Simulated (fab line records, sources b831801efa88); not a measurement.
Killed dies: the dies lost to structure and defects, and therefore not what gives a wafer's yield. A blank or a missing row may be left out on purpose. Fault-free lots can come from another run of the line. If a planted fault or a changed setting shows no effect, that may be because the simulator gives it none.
A struck lot beside a sound one	flow sky130	15 steps out of a route of 708
Sound: wafers L627.1, L627.2, L627.4. Struck: wafer L640.1. At the end, the cause is stated.
For every step that has rows: the tool of each side, followed by ch and its chambers, followed by its first start. Under that, the readings that differ: sound wafers	struck wafers	difference of the means	sigmas: that difference in standard deviations of wafers without a fault.
alike: same words and numbers on both sides, and readings whose means sit less than 2 such deviations apart. not compared: any withheld reading, any reading some wafer has no value for, any bound like >300 that may hide the same value, and any number with overlapping values for which the record gives no deviation.
A row with sigmas, a row that says differs or no value, or rows on one side alone: a step with any of these is where the two part. Numbers that have no deviation but don't overlap get no sigmas and don't part them. Lack of a reading on every wafer of one side parts them only where that side has two or more wafers.

SKY_VIA3_OVL_MEAS_13:
  sound: overlay-02 at day 42 17:40; struck: overlay-01 at day 45 23:16
  alike: VIA3_OVL
SKY_VIA3_ETCH_14: etches BARC in N2/H2, stops on SiO2, time 45.9 s, target depth 60 nm.
  sound on rie diel-04 ch 1,2,3, day 42 17:42; struck on rie diel-03 ch 0, day 45 23:18
reading	sound	struck	difference	sigmas
rf hours counter h (h)	23 7 7	24	+12	
throttle valve pct (%)	13.235 13.224 13.222	13.208	-0.019	-2
  alike: drypump motor current A, h2 flow sccm, oes product au
SKY_VIA3_ETCH_15: etches SiO2 in C4F8/O2/Ar, stops on TiN, target depth 507 nm, time 78 s.
  sound on rie diel-04 ch 1,2,3, day 42 17:44; struck on rie diel-03 ch 0, day 45 23:20
reading	sound	struck	difference	sigmas
rf hours counter h (h)	23 7 7	24	+12	
  alike: oes product au
then, 4 steps without rows for these wafers: SKY_VIA3_STRIP_16 (strips in O2/N2); SKY_VIA3_STRIP_17 (strips in post etch residue remover, time 1200 s); SKY_VIA3_CLEAN_18 (cleans in IPA, time 180 s); SKY_VIA3_CLEAN_19 (cleans in O3/DIW).
SKY_VIA3_SPUTTER_20: material TiN, target thk 20 nm, time 80 s.
  sound: pvd sputter-01 at day 42 18:23; struck: pvd sputter-01 at day 45 23:59
  alike: throttle valve pct
SKY_VIA3_CVD_21: deposits W, target thk 390 nm, time 117.31 s.
  sound on cvd w-01 ch 0,1, day 42 18:28; struck on cvd w-01 ch 1, day 46 00:03
  alike: heater power outer w, heater power w
SKY_VIA3_RS_MEAS_22: uses a four-point probe to measure.
  sound: film metro-01 at day 42 18:35; struck: film metro-04 at day 46 00:11
  alike: VIA3_W_RS
SKY_VIA3_THK_MEAS_23: measures by xrf.
  sound: film metro-01 at day 42 18:42; struck: film metro-04 at day 46 00:18
  alike: VIA3_W_THK
SKY_VIA3_CMP_24: polishes, stops on SiO2, t overpolish 20 s, target thk 0 nm.
  sound on cmp-02 ch 0,1,3, day 42 18:49; struck on cmp-01 ch 3, day 46 00:28
reading	sound	struck	difference	sigmas
motor current A (A)	12.0 11.8 11.4	9.2	-2.5	-3
  alike: overpolish run s, platen rpm, time to endpoint s
SKY_METAL4_SPUTTER_00: material Ti, target thk 15 nm, time 10 s.
  sound: pvd sputter-03 at day 42 19:04; struck: pvd sputter-02 at day 46 00:40
reading	sound	struck	difference	sigmas
model.Ti_of_METAL4_SPUTTER_00.thk nm (nm)	15.33 15.03 15.03	13.82	-1.31	
  alike: throttle valve pct
then, 1 step without rows for these wafers: SKY_METAL4_SPUTTER_01 (material TiN, target thk 20 nm, time 16.7 s).
-- the record jumps here: 5 days lie between the struck wafers' starts before and after (it left off in module METAL4 and takes up again in module PAD_OPEN, whose first step shown is number 708 of the route) --
SKY_PAD_OPEN_PROBE_99:
  sound: prober-02 at day 48 11:51; struck: prober-01 at day 50 22:31
reading	sound	struck	difference	sigmas
model.etest.tip p.rs ohm sq	6807 6779 6813	7054	+254	
model.etest.pfet_01v8.r on ohm um	2835 2807 2904	2959	+110	
model.etest.pfet_01v8.drive ua um	197.4 200.1 193.9	187.6	-9.5	
model.etest.pfet_01v8_mvt.drive ua um	156.4 156.7 153.6	145	-11	
model.etest.pfet_01v8_hvt.drive ua um	146.5 148.3 143.3	139.3	-6.7	
model.etest.pfet_01v8_mvt.off log10 a um	-10.05 -10.17 -10.35	-11.23	-1.04	
model.etest.pfet_01v8.off log10 a um	-9.229 -9.174 -9.5	-10.1	-0.8	
model.etest.sram pfet latch.off log10 a um	-12.61 -12.15 -12.57	-13.17	-0.73	
  alike: killed_at_M0_to_M3, killed_at_M4_up, killed at contacts, killed at front end, killed at other, killed dies, killed open, killed short

## WHERE THEY PART
Earliest at SKY_VIA3_ETCH_14; latest, in this record, at SKY_VIA3_CMP_24. Later steps at which nothing parts them and some readings are alike: SKY_METAL4_SPUTTER_00, SKY_PAD_OPEN_PROBE_99.

WHY: whatever the simulator had introduced
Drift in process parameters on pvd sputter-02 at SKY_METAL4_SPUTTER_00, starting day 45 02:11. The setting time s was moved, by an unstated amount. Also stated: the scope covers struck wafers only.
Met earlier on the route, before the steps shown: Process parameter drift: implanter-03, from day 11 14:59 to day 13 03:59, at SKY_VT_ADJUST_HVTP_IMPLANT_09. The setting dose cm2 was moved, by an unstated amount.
